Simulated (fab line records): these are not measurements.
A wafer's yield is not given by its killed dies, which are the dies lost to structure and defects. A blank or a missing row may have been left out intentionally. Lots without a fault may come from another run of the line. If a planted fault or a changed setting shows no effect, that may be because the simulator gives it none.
fab line records :: flow sky130
record
  lots=14
  wafers=42
  lastDay=50
route steps=708 shown FIELD_ISO@22 PWDE@55 VT_ADJUST_HVTP@93 VT_ADJUST_LVTN@115
lots with no fault: from the same line, run without faults
startH: start of the lot's first displayed wafer, in hours after the record's first day :: waitH: hours elapsed since this lot's preceding step :: " unchanged from the row above :: L1.1+2: a row that stands for several wafers :: - either no value or no given start :: * or withheld: withheld :: < > ~ a bound
route shown NAME@n: NAME is a module with steps in the file, n the number in the route of the first one :: usual: mean/standard deviation of fault-free wafers :: same: alike in all rows :: chamber/n: place in a boat :: sites: readings site by site :: _std_site: the standard deviation of these :: _edge_site: the outer-site mean with the inner-site mean subtracted :: radiusMm: how far each site lies from the wafer's centre :: mask NAME#n: copy n :: behind: the last tool/chamber to shape the wafer :: hold: reason for holding the lot/hours on hold/outcome of the hold :: device: transistor that didn't switch, given as n, p or np :: end of line: the same wafers' tests at the end of the route :: where a step has no rows: the recipe by itself :: killed: dies lost to structure and defects at the first sort, not the wafer's yield :: map: a wafer's dies, x killed, . not, _ none there
set.NAME: setting as actually run; set.NAME@STEP: the setting as run at that earlier step :: model.NAME: the simulator's own value behind a step, which no gauge read
a sample of lots followed through the steps of the route, with each step as a table and each wafer as a row
services: when a tool's chamber went out of use (startH, in hours from the record's first day, below 0 if earlier), for how many hours, and the reason
## steps
# step SKY_FIELD_ISO_WET_ETCH_21
# recipe
  chemistry=dHF
  dilution=100:1
  targetDepthNm=20
  dry=ipaMarangoni
  target=SiO2
  tempC=25
  timeS=400
# usual
  bathHeatDutyPct=6.6/0.87
  runLengthS=428/3.8
  tempC=25.01/0.11
  timeS=400/0
lot.wafer: L209.2
tool: wetBench-04
chamber: 1
startH: 45.92
waitH: 0.0
bathHeatDutyPct: 6.4
runLengthS: 425
tempC: 25.06
timeS: 400

lot.wafer: L209.4
tool: wetBench-04
chamber: 1
startH: 45.92
waitH: 0.0
bathHeatDutyPct: 5.5
runLengthS: 425
tempC: 24.98
timeS: 400

lot.wafer: L209.5
tool: wetBench-04
chamber: 1
startH: 45.92
waitH: 0.0
bathHeatDutyPct: 5.9
runLengthS: 425
tempC: 25.01
timeS: 400

lot.wafer: L210.1
tool: wetBench-04
chamber: 1
startH: 47.41
waitH: 0.0
bathHeatDutyPct: 6.3
runLengthS: 425
tempC: 24.90
timeS: 400

lot.wafer: L210.4
tool: wetBench-04
chamber: 1
startH: 47.41
waitH: 0.0
bathHeatDutyPct: 5.7
runLengthS: 425
tempC: 24.99
timeS: 400

lot.wafer: L210.6
tool: wetBench-04
chamber: 1
startH: 47.41
waitH: 0.0
bathHeatDutyPct: 5.6
runLengthS: 425
tempC: 25.05
timeS: 400

lot.wafer: L211.2
tool: wetBench-02
chamber: 3
startH: 51.36
waitH: 0.0
bathHeatDutyPct: 6.5
runLengthS: 426
tempC: 25.08
timeS: 400

lot.wafer: L211.3
tool: wetBench-02
chamber: 3
startH: 51.36
waitH: 0.0
bathHeatDutyPct: 5.8
runLengthS: 426
tempC: 24.84
timeS: 400

lot.wafer: L211.4
tool: wetBench-02
chamber: 3
startH: 51.36
waitH: 0.0
bathHeatDutyPct: 6.9
runLengthS: 426
tempC: 24.97
timeS: 400

lot.wafer: L213.3
tool: wetBench-03
chamber: 1
startH: 63.16
waitH: 0.0
bathHeatDutyPct: 7.7
runLengthS: 425
tempC: 25.05
timeS: 400

lot.wafer: L213.5
tool: wetBench-03
chamber: 1
startH: 63.16
waitH: 0.0
bathHeatDutyPct: 6.3
runLengthS: 425
tempC: 25.04
timeS: 400

lot.wafer: L213.6
tool: wetBench-03
chamber: 1
startH: 63.16
waitH: 0.0
bathHeatDutyPct: 7.5
runLengthS: 425
tempC: 25.02
timeS: 400

lot.wafer: L214.1
tool: wetBench-04
chamber: 1
startH: 69.92
waitH: 0.0
bathHeatDutyPct: 6.6
runLengthS: 432
tempC: 25.04
timeS: 400

lot.wafer: L214.3
tool: wetBench-04
chamber: 1
startH: 69.92
waitH: 0.0
bathHeatDutyPct: 5.8
runLengthS: 432
tempC: 25.02
timeS: 400

lot.wafer: L214.4
tool: wetBench-04
chamber: 1
startH: 69.92
waitH: 0.0
bathHeatDutyPct: 5.9
runLengthS: 432
tempC: 24.80
timeS: 400

lot.wafer: L217.1
tool: wetBench-03
chamber: 2
startH: 85.61
waitH: 0.0
bathHeatDutyPct: -
runLengthS: -
tempC: -
timeS: -

lot.wafer: L217.2
tool: wetBench-03
chamber: 2
startH: 85.61
waitH: 0.0
bathHeatDutyPct: -
runLengthS: -
tempC: -
timeS: -

lot.wafer: L217.5
tool: wetBench-03
chamber: 2
startH: 85.61
waitH: 0.0
bathHeatDutyPct: -
runLengthS: -
tempC: -
timeS: -

lot.wafer: L219.2
tool: wetBench-02
chamber: 2
startH: 92.08
waitH: 0.0
bathHeatDutyPct: -
runLengthS: -
tempC: -
timeS: -

lot.wafer: L219.3
tool: wetBench-02
chamber: 2
startH: 92.08
waitH: 0.0
bathHeatDutyPct: -
runLengthS: -
tempC: -
timeS: -

lot.wafer: L219.5
tool: wetBench-02
chamber: 2
startH: 92.08
waitH: 0.0
bathHeatDutyPct: -
runLengthS: -
tempC: -
timeS: -

lot.wafer: L223.1
tool: wetBench-03
chamber: 0
startH: 111.82
waitH: 0.0
bathHeatDutyPct: 8.1
runLengthS: 436
tempC: 24.96
timeS: 400

lot.wafer: L223.3
tool: wetBench-03
chamber: 0
startH: 111.82
waitH: 0.0
bathHeatDutyPct: 8.8
runLengthS: 436
tempC: 24.84
timeS: 400

lot.wafer: L223.6
tool: wetBench-03
chamber: 0
startH: 111.82
waitH: 0.0
bathHeatDutyPct: 8.1
runLengthS: 436
tempC: 25.00
timeS: 400

lot.wafer: L224.3
tool: wetBench-03
chamber: 3
startH: 118.31
waitH: 0.0
bathHeatDutyPct: 6.4
runLengthS: 425
tempC: 24.96
timeS: 400

lot.wafer: L224.5
tool: wetBench-03
chamber: 3
startH: 118.31
waitH: 0.0
bathHeatDutyPct: 7.5
runLengthS: 425
tempC: 24.90
timeS: 400

lot.wafer: L224.6
tool: wetBench-03
chamber: 3
startH: 118.31
waitH: 0.0
bathHeatDutyPct: 6.4
runLengthS: 425
tempC: 25.05
timeS: 400

lot.wafer: L225.2
tool: wetBench-04
chamber: 3
startH: 122.91
waitH: 0.0
bathHeatDutyPct: 6.2
runLengthS: 426
tempC: 25.16
timeS: 400

lot.wafer: L225.3
tool: wetBench-04
chamber: 3
startH: 122.91
waitH: 0.0
bathHeatDutyPct: 6.3
runLengthS: 426
tempC: 24.95
timeS: 400

lot.wafer: L225.6
tool: wetBench-04
chamber: 3
startH: 122.91
waitH: 0.0
bathHeatDutyPct: 6.7
runLengthS: 426
tempC: 25.12
timeS: 400

lot.wafer: L227.2
tool: wetBench-04
chamber: 1
startH: 134.46
waitH: 0.0
bathHeatDutyPct: 6.2
runLengthS: 425
tempC: 24.96
timeS: 400

lot.wafer: L227.3
tool: wetBench-04
chamber: 1
startH: 134.46
waitH: 0.0
bathHeatDutyPct: 5.5
runLengthS: 425
tempC: 25.03
timeS: 400

lot.wafer: L227.4
tool: wetBench-04
chamber: 1
startH: 134.46
waitH: 0.0
bathHeatDutyPct: 4.7
runLengthS: 425
tempC: 25.01
timeS: 400

lot.wafer: L228.2
tool: wetBench-03
chamber: 0
startH: 141.18
waitH: 0.0
bathHeatDutyPct: 8.2
runLengthS: 435
tempC: 24.98
timeS: 400

lot.wafer: L228.4
tool: wetBench-03
chamber: 0
startH: 141.18
waitH: 0.0
bathHeatDutyPct: 8.4
runLengthS: 435
tempC: 24.81
timeS: 400

lot.wafer: L228.5
tool: wetBench-03
chamber: 0
startH: 141.18
waitH: 0.0
bathHeatDutyPct: 8.4
runLengthS: 435
tempC: 25.01
timeS: 400

lot.wafer: L229.1
tool: wetBench-03
chamber: 3
startH: 145.03
waitH: 0.0
bathHeatDutyPct: 6.7
runLengthS: 433
tempC: 24.92
timeS: 400

lot.wafer: L229.5
tool: wetBench-03
chamber: 3
startH: 145.03
waitH: 0.0
bathHeatDutyPct: 7.8
runLengthS: 433
tempC: 25.09
timeS: 400

lot.wafer: L229.6
tool: wetBench-03
chamber: 3
startH: 145.03
waitH: 0.0
bathHeatDutyPct: 6.9
runLengthS: 433
tempC: 25.04
timeS: 400

lot.wafer: L230.2
tool: wetBench-03
chamber: 0
startH: 147.77
waitH: 0.0
bathHeatDutyPct: 7.5
runLengthS: 436
tempC: 25.07
timeS: 400

lot.wafer: L230.5
tool: wetBench-03
chamber: 0
startH: 147.77
waitH: 0.0
bathHeatDutyPct: 7.8
runLengthS: 436
tempC: 25.13
timeS: 400

lot.wafer: L230.6
tool: wetBench-03
chamber: 0
startH: 147.77
waitH: 0.0
bathHeatDutyPct: 8.5
runLengthS: 436
tempC: 25.09
timeS: 400
# step SKY_PWDE_TW_MEAS_10
# usual
  PWDE_TW=375.2/2.7
lot.wafer: L209.2
tool: filmMetro-02
chamber: -
startH: 101.18
waitH: 0.1
PWDE_TW: 374.6

lot.wafer: L209.4
tool: filmMetro-02
chamber: -
startH: 101.18
waitH: 0.1
PWDE_TW: 375.1

lot.wafer: L209.5
tool: filmMetro-02
chamber: -
startH: 101.18
waitH: 0.1
PWDE_TW: 376.8

lot.wafer: L210.1
tool: filmMetro-02
chamber: -
startH: 102.17
waitH: 0.1
PWDE_TW: 375.2

lot.wafer: L210.4
tool: filmMetro-02
chamber: -
startH: 102.17
waitH: 0.1
PWDE_TW: 375.8

lot.wafer: L210.6
tool: filmMetro-02
chamber: -
startH: 102.17
waitH: 0.1
PWDE_TW: 376.5

lot.wafer: L211.2
tool: filmMetro-01
chamber: -
startH: 102.53
waitH: 0.1
PWDE_TW: 369.0

lot.wafer: L211.3
tool: filmMetro-01
chamber: -
startH: 102.53
waitH: 0.1
PWDE_TW: 369.2

lot.wafer: L211.4
tool: filmMetro-01
chamber: -
startH: 102.53
waitH: 0.1
PWDE_TW: 370.4

lot.wafer: L214.1
tool: filmMetro-01
chamber: -
startH: 113.46
waitH: 0.1
PWDE_TW: 373.5

lot.wafer: L214.3
tool: filmMetro-01
chamber: -
startH: 113.46
waitH: 0.1
PWDE_TW: 373.0

lot.wafer: L214.4
tool: filmMetro-01
chamber: -
startH: 113.46
waitH: 0.1
PWDE_TW: 371.9

lot.wafer: L213.3
tool: filmMetro-03
chamber: -
startH: 113.64
waitH: 0.1
PWDE_TW: 378.1

lot.wafer: L213.5
tool: filmMetro-03
chamber: -
startH: 113.64
waitH: 0.1
PWDE_TW: 377.6

lot.wafer: L213.6
tool: filmMetro-03
chamber: -
startH: 113.64
waitH: 0.1
PWDE_TW: 377.5

lot.wafer: L217.1
tool: filmMetro-01
chamber: -
startH: 128.62
waitH: 0.1
PWDE_TW: 371.1

lot.wafer: L217.2
tool: filmMetro-01
chamber: -
startH: 128.62
waitH: 0.1
PWDE_TW: 374.1

lot.wafer: L217.5
tool: filmMetro-01
chamber: -
startH: 128.62
waitH: 0.1
PWDE_TW: 371.5

lot.wafer: L219.2
tool: filmMetro-03
chamber: -
startH: 134.78
waitH: 0.1
PWDE_TW: 377.3

lot.wafer: L219.3
tool: filmMetro-03
chamber: -
startH: 134.78
waitH: 0.1
PWDE_TW: 376.7

lot.wafer: L219.5
tool: filmMetro-03
chamber: -
startH: 134.78
waitH: 0.1
PWDE_TW: 379.4

lot.wafer: L223.1
tool: filmMetro-01
chamber: -
startH: 160.97
waitH: 0.1
PWDE_TW: 368.8

lot.wafer: L223.3
tool: filmMetro-01
chamber: -
startH: 160.97
waitH: 0.1
PWDE_TW: 373.4

lot.wafer: L223.6
tool: filmMetro-01
chamber: -
startH: 160.97
waitH: 0.1
PWDE_TW: 371.2

lot.wafer: L224.3
tool: filmMetro-02
chamber: -
startH: 164.07
waitH: 0.1
PWDE_TW: 373.8

lot.wafer: L224.5
tool: filmMetro-02
chamber: -
startH: 164.07
waitH: 0.1
PWDE_TW: 376.0

lot.wafer: L224.6
tool: filmMetro-02
chamber: -
startH: 164.07
waitH: 0.1
PWDE_TW: 374.9

lot.wafer: L225.2
tool: filmMetro-01
chamber: -
startH: 170.36
waitH: 0.1
PWDE_TW: 373.2

lot.wafer: L225.3
tool: filmMetro-01
chamber: -
startH: 170.36
waitH: 0.1
PWDE_TW: 371.0

lot.wafer: L225.6
tool: filmMetro-01
chamber: -
startH: 170.36
waitH: 0.1
PWDE_TW: 371.8

lot.wafer: L227.2
tool: filmMetro-01
chamber: -
startH: 187.62
waitH: 0.1
PWDE_TW: 374.1

lot.wafer: L227.3
tool: filmMetro-01
chamber: -
startH: 187.62
waitH: 0.1
PWDE_TW: 374.8

lot.wafer: L227.4
tool: filmMetro-01
chamber: -
startH: 187.62
waitH: 0.1
PWDE_TW: 373.4

lot.wafer: L228.2
tool: filmMetro-02
chamber: -
startH: 196.77
waitH: 0.1
PWDE_TW: 379.0

lot.wafer: L228.4
tool: filmMetro-02
chamber: -
startH: 196.77
waitH: 0.1
PWDE_TW: 377.5

lot.wafer: L228.5
tool: filmMetro-02
chamber: -
startH: 196.77
waitH: 0.1
PWDE_TW: 377.3

lot.wafer: L229.1
tool: filmMetro-03
chamber: -
startH: 198.71
waitH: 0.1
PWDE_TW: 375.0

lot.wafer: L229.5
tool: filmMetro-03
chamber: -
startH: 198.71
waitH: 0.1
PWDE_TW: 374.2

lot.wafer: L229.6
tool: filmMetro-03
chamber: -
startH: 198.71
waitH: 0.1
PWDE_TW: 375.5

lot.wafer: L230.2
tool: filmMetro-02
chamber: -
startH: 199.42
waitH: 0.1
PWDE_TW: 378.0

lot.wafer: L230.5
tool: filmMetro-02
chamber: -
startH: 199.42
waitH: 0.1
PWDE_TW: 375.5

lot.wafer: L230.6
tool: filmMetro-02
chamber: -
startH: 199.42
waitH: 0.1
PWDE_TW: 378.9
# step SKY_VT_ADJUST_HVTP_OVL_MEAS_08
# usual
  VT_ADJUST_HVTP_OVL=-1.1/1.5
lot.wafer: L209.2
tool: overlay-01
chamber: -
startH: 155.80
waitH: 0.1
VT_ADJUST_HVTP_OVL[nm]: 1.7

lot.wafer: L209.4
tool: overlay-01
chamber: -
startH: 155.80
waitH: 0.1
VT_ADJUST_HVTP_OVL[nm]: 0.1

lot.wafer: L209.5
tool: overlay-01
chamber: -
startH: 155.80
waitH: 0.1
VT_ADJUST_HVTP_OVL[nm]: -1.7

lot.wafer: L210.1
tool: overlay-02
chamber: -
startH: 156.74
waitH: 0.1
VT_ADJUST_HVTP_OVL[nm]: -3.5

lot.wafer: L210.4
tool: overlay-02
chamber: -
startH: 156.74
waitH: 0.1
VT_ADJUST_HVTP_OVL[nm]: -1.6

lot.wafer: L210.6
tool: overlay-02
chamber: -
startH: 156.74
waitH: 0.1
VT_ADJUST_HVTP_OVL[nm]: -1.8

lot.wafer: L211.2
tool: overlay-02
chamber: -
startH: 157.90
waitH: 0.1
VT_ADJUST_HVTP_OVL[nm]: -1.1

lot.wafer: L211.3
tool: overlay-02
chamber: -
startH: 157.90
waitH: 0.1
VT_ADJUST_HVTP_OVL[nm]: -0.9

lot.wafer: L211.4
tool: overlay-02
chamber: -
startH: 157.90
waitH: 0.1
VT_ADJUST_HVTP_OVL[nm]: -1.1

lot.wafer: L214.1
tool: overlay-02
chamber: -
startH: 172.54
waitH: 0.1
VT_ADJUST_HVTP_OVL[nm]: -1.7

lot.wafer: L214.3
tool: overlay-02
chamber: -
startH: 172.54
waitH: 0.1
VT_ADJUST_HVTP_OVL[nm]: -2.1

lot.wafer: L214.4
tool: overlay-02
chamber: -
startH: 172.54
waitH: 0.1
VT_ADJUST_HVTP_OVL[nm]: -2.4

lot.wafer: L213.3
tool: overlay-01
chamber: -
startH: 172.85
waitH: 0.1
VT_ADJUST_HVTP_OVL[nm]: -0.4

lot.wafer: L213.5
tool: overlay-01
chamber: -
startH: 172.85
waitH: 0.1
VT_ADJUST_HVTP_OVL[nm]: -0.2

lot.wafer: L213.6
tool: overlay-01
chamber: -
startH: 172.85
waitH: 0.1
VT_ADJUST_HVTP_OVL[nm]: -1.6

lot.wafer: L217.1
tool: overlay-02
chamber: -
startH: 188.04
waitH: 0.1
VT_ADJUST_HVTP_OVL[nm]: -3.6

lot.wafer: L217.2
tool: overlay-02
chamber: -
startH: 188.04
waitH: 0.1
VT_ADJUST_HVTP_OVL[nm]: -1.6

lot.wafer: L217.5
tool: overlay-02
chamber: -
startH: 188.04
waitH: 0.1
VT_ADJUST_HVTP_OVL[nm]: -4.7

lot.wafer: L219.2
tool: overlay-02
chamber: -
startH: 195.54
waitH: 0.1
VT_ADJUST_HVTP_OVL[nm]: -2.2

lot.wafer: L219.3
tool: overlay-02
chamber: -
startH: 195.54
waitH: 0.1
VT_ADJUST_HVTP_OVL[nm]: -2.6

lot.wafer: L219.5
tool: overlay-02
chamber: -
startH: 195.54
waitH: 0.1
VT_ADJUST_HVTP_OVL[nm]: -1.4

lot.wafer: L223.1
tool: overlay-01
chamber: -
startH: 226.69
waitH: 0.1
VT_ADJUST_HVTP_OVL[nm]: 0.7

lot.wafer: L223.3
tool: overlay-01
chamber: -
startH: 226.69
waitH: 0.1
VT_ADJUST_HVTP_OVL[nm]: 0.4

lot.wafer: L223.6
tool: overlay-01
chamber: -
startH: 226.69
waitH: 0.1
VT_ADJUST_HVTP_OVL[nm]: 1.6

lot.wafer: L224.3
tool: overlay-02
chamber: -
startH: 228.71
waitH: 0.1
VT_ADJUST_HVTP_OVL[nm]: -2.3

lot.wafer: L224.5
tool: overlay-02
chamber: -
startH: 228.71
waitH: 0.1
VT_ADJUST_HVTP_OVL[nm]: -2.4

lot.wafer: L224.6
tool: overlay-02
chamber: -
startH: 228.71
waitH: 0.1
VT_ADJUST_HVTP_OVL[nm]: -2.2

lot.wafer: L225.2
tool: overlay-02
chamber: -
startH: 235.55
waitH: 0.1
VT_ADJUST_HVTP_OVL[nm]: -1.5

lot.wafer: L225.3
tool: overlay-02
chamber: -
startH: 235.55
waitH: 0.1
VT_ADJUST_HVTP_OVL[nm]: -1.3

lot.wafer: L225.6
tool: overlay-02
chamber: -
startH: 235.55
waitH: 0.1
VT_ADJUST_HVTP_OVL[nm]: 0.6

lot.wafer: L227.2
tool: overlay-02
chamber: -
startH: 255.29
waitH: 0.1
VT_ADJUST_HVTP_OVL[nm]: -4.6

lot.wafer: L227.3
tool: overlay-02
chamber: -
startH: 255.29
waitH: 0.1
VT_ADJUST_HVTP_OVL[nm]: -3.6

lot.wafer: L227.4
tool: overlay-02
chamber: -
startH: 255.29
waitH: 0.1
VT_ADJUST_HVTP_OVL[nm]: -3.6

lot.wafer: L228.2
tool: overlay-02
chamber: -
startH: 265.69
waitH: 0.1
VT_ADJUST_HVTP_OVL[nm]: -1.6

lot.wafer: L228.4
tool: overlay-02
chamber: -
startH: 265.69
waitH: 0.1
VT_ADJUST_HVTP_OVL[nm]: -2.0

lot.wafer: L228.5
tool: overlay-02
chamber: -
startH: 265.69
waitH: 0.1
VT_ADJUST_HVTP_OVL[nm]: -2.0

lot.wafer: L229.1
tool: overlay-02
chamber: -
startH: 267.80
waitH: 0.1
VT_ADJUST_HVTP_OVL[nm]: -1.8

lot.wafer: L229.5
tool: overlay-02
chamber: -
startH: 267.80
waitH: 0.1
VT_ADJUST_HVTP_OVL[nm]: -2.8

lot.wafer: L229.6
tool: overlay-02
chamber: -
startH: 267.80
waitH: 0.1
VT_ADJUST_HVTP_OVL[nm]: -0.6

lot.wafer: L230.2
tool: overlay-02
chamber: -
startH: 268.99
waitH: 0.1
VT_ADJUST_HVTP_OVL[nm]: -2.3

lot.wafer: L230.5
tool: overlay-02
chamber: -
startH: 268.99
waitH: 0.1
VT_ADJUST_HVTP_OVL[nm]: -4.2

lot.wafer: L230.6
tool: overlay-02
chamber: -
startH: 268.99
waitH: 0.1
VT_ADJUST_HVTP_OVL[nm]: -1.4
# step SKY_VT_ADJUST_LVTN_OVL_MEAS_18
# usual
  VT_ADJUST_LVTN_01_OVL=-0.7/1.5
lot.wafer: L209.2
tool: overlay-02
chamber: -
startH: 196.93
waitH: 0.1
VT_ADJUST_LVTN_01_OVL[nm]: -2.0

lot.wafer: L209.4
tool: overlay-02
chamber: -
startH: 196.93
waitH: 0.1
VT_ADJUST_LVTN_01_OVL[nm]: -1.1

lot.wafer: L209.5
tool: overlay-02
chamber: -
startH: 196.93
waitH: 0.1
VT_ADJUST_LVTN_01_OVL[nm]: -0.9

lot.wafer: L210.1
tool: overlay-01
chamber: -
startH: 197.98
waitH: 0.1
VT_ADJUST_LVTN_01_OVL[nm]: -0.4

lot.wafer: L210.4
tool: overlay-01
chamber: -
startH: 197.98
waitH: 0.1
VT_ADJUST_LVTN_01_OVL[nm]: -1.0

lot.wafer: L210.6
tool: overlay-01
chamber: -
startH: 197.98
waitH: 0.1
VT_ADJUST_LVTN_01_OVL[nm]: 2.4

lot.wafer: L211.2
tool: overlay-01
chamber: -
startH: 199.57
waitH: 0.1
VT_ADJUST_LVTN_01_OVL[nm]: 0.4

lot.wafer: L211.3
tool: overlay-01
chamber: -
startH: 199.57
waitH: 0.1
VT_ADJUST_LVTN_01_OVL[nm]: 0.8

lot.wafer: L211.4
tool: overlay-01
chamber: -
startH: 199.57
waitH: 0.1
VT_ADJUST_LVTN_01_OVL[nm]: 0.9

lot.wafer: L214.1
tool: overlay-02
chamber: -
startH: 215.57
waitH: 0.1
VT_ADJUST_LVTN_01_OVL[nm]: -1.8

lot.wafer: L214.3
tool: overlay-02
chamber: -
startH: 215.57
waitH: 0.1
VT_ADJUST_LVTN_01_OVL[nm]: -1.5

lot.wafer: L214.4
tool: overlay-02
chamber: -
startH: 215.57
waitH: 0.1
VT_ADJUST_LVTN_01_OVL[nm]: -0.3

lot.wafer: L213.3
tool: overlay-01
chamber: -
startH: 216.18
waitH: 0.1
VT_ADJUST_LVTN_01_OVL[nm]: -0.8

lot.wafer: L213.5
tool: overlay-01
chamber: -
startH: 216.18
waitH: 0.1
VT_ADJUST_LVTN_01_OVL[nm]: -0.9

lot.wafer: L213.6
tool: overlay-01
chamber: -
startH: 216.18
waitH: 0.1
VT_ADJUST_LVTN_01_OVL[nm]: -2.4

lot.wafer: L217.1
tool: overlay-01
chamber: -
startH: 231.53
waitH: 0.1
VT_ADJUST_LVTN_01_OVL[nm]: -0.9

lot.wafer: L217.2
tool: overlay-01
chamber: -
startH: 231.53
waitH: 0.1
VT_ADJUST_LVTN_01_OVL[nm]: 0.2

lot.wafer: L217.5
tool: overlay-01
chamber: -
startH: 231.53
waitH: 0.1
VT_ADJUST_LVTN_01_OVL[nm]: -1.3

lot.wafer: L219.2
tool: overlay-02
chamber: -
startH: 239.52
waitH: 0.1
VT_ADJUST_LVTN_01_OVL[nm]: 1.7

lot.wafer: L219.3
tool: overlay-02
chamber: -
startH: 239.52
waitH: 0.1
VT_ADJUST_LVTN_01_OVL[nm]: 0.4

lot.wafer: L219.5
tool: overlay-02
chamber: -
startH: 239.52
waitH: 0.1
VT_ADJUST_LVTN_01_OVL[nm]: 1.7

lot.wafer: L223.1
tool: overlay-02
chamber: -
startH: 273.68
waitH: 0.1
VT_ADJUST_LVTN_01_OVL[nm]: -0.3

lot.wafer: L223.3
tool: overlay-02
chamber: -
startH: 273.68
waitH: 0.1
VT_ADJUST_LVTN_01_OVL[nm]: -2.4

lot.wafer: L223.6
tool: overlay-02
chamber: -
startH: 273.68
waitH: 0.1
VT_ADJUST_LVTN_01_OVL[nm]: -1.2

lot.wafer: L224.3
tool: overlay-02
chamber: -
startH: 276.19
waitH: 0.1
VT_ADJUST_LVTN_01_OVL[nm]: -0.1

lot.wafer: L224.5
tool: overlay-02
chamber: -
startH: 276.19
waitH: 0.1
VT_ADJUST_LVTN_01_OVL[nm]: -0.6

lot.wafer: L224.6
tool: overlay-02
chamber: -
startH: 276.19
waitH: 0.1
VT_ADJUST_LVTN_01_OVL[nm]: 0.2

lot.wafer: L225.2
tool: overlay-02
chamber: -
startH: 282.92
waitH: 0.1
VT_ADJUST_LVTN_01_OVL[nm]: 4.2

lot.wafer: L225.3
tool: overlay-02
chamber: -
startH: 282.92
waitH: 0.1
VT_ADJUST_LVTN_01_OVL[nm]: -2.1

lot.wafer: L225.6
tool: overlay-02
chamber: -
startH: 282.92
waitH: 0.1
VT_ADJUST_LVTN_01_OVL[nm]: -0.1

lot.wafer: L227.2
tool: overlay-02
chamber: -
startH: 305.19
waitH: 0.1
VT_ADJUST_LVTN_01_OVL[nm]: -4.9

lot.wafer: L227.3
tool: overlay-02
chamber: -
startH: 305.19
waitH: 0.1
VT_ADJUST_LVTN_01_OVL[nm]: -3.1

lot.wafer: L227.4
tool: overlay-02
chamber: -
startH: 305.19
waitH: 0.1
VT_ADJUST_LVTN_01_OVL[nm]: -2.0

lot.wafer: L228.2
tool: overlay-02
chamber: -
startH: 316.14
waitH: 0.1
VT_ADJUST_LVTN_01_OVL[nm]: -0.8

lot.wafer: L228.4
tool: overlay-02
chamber: -
startH: 316.14
waitH: 0.1
VT_ADJUST_LVTN_01_OVL[nm]: -1.6

lot.wafer: L228.5
tool: overlay-02
chamber: -
startH: 316.14
waitH: 0.1
VT_ADJUST_LVTN_01_OVL[nm]: -0.8

lot.wafer: L229.1
tool: overlay-02
chamber: -
startH: 318.12
waitH: 0.1
VT_ADJUST_LVTN_01_OVL[nm]: 0.1

lot.wafer: L229.5
tool: overlay-02
chamber: -
startH: 318.12
waitH: 0.1
VT_ADJUST_LVTN_01_OVL[nm]: -0.1

lot.wafer: L229.6
tool: overlay-02
chamber: -
startH: 318.12
waitH: 0.1
VT_ADJUST_LVTN_01_OVL[nm]: 1.0

lot.wafer: L230.2
tool: overlay-02
chamber: -
startH: 320.12
waitH: 0.1
VT_ADJUST_LVTN_01_OVL[nm]: -1.4

lot.wafer: L230.5
tool: overlay-02
chamber: -
startH: 320.12
waitH: 0.1
VT_ADJUST_LVTN_01_OVL[nm]: -1.4

lot.wafer: L230.6
tool: overlay-02
chamber: -
startH: 320.12
waitH: 0.1
VT_ADJUST_LVTN_01_OVL[nm]: -1.5
## services
tool: wetBench-02
chamber: -
startH: 129.80
hours: 1.9
kind: pm
## key
firstSign
  step=SKY_FIELD_ISO_WET_ETCH_21
  reading=toolRecord
  direction=missing
effect none on later readings
metAt SKY_FIELD_ISO_WET_ETCH_21
struckLots L217,L219
sortLeftOut L219.2,L219.3,L219.5
testerLeftOut L217,L219
notActingAt SKY_PWDE_TW_MEAS_10,SKY_VT_ADJUST_HVTP_OVL_MEAS_08,SKY_VT_ADJUST_LVTN_OVL_MEAS_18
onsetBetween 63.16 85.61
fault
  kind=skippedStepWhole
  tool=wetBench-02,wetBench-03
  chamber=-
  onsetH=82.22
  steps=SKY_FIELD_ISO_WET_ETCH_21
  scope=struckLotsOnly
# testerLeftOut: of these lots the tester's yield and bins aren't shown, on N5 and GAA mostly nor the transistor test; their killed dies are dies lost to structure and defects alone, not to doping, threshold or leakage, so they don't give the yield
# sortLeftOut: the simulated sort isn't trusted on such a fault, so these wafers' sort isn't shown, and their yield isn't known
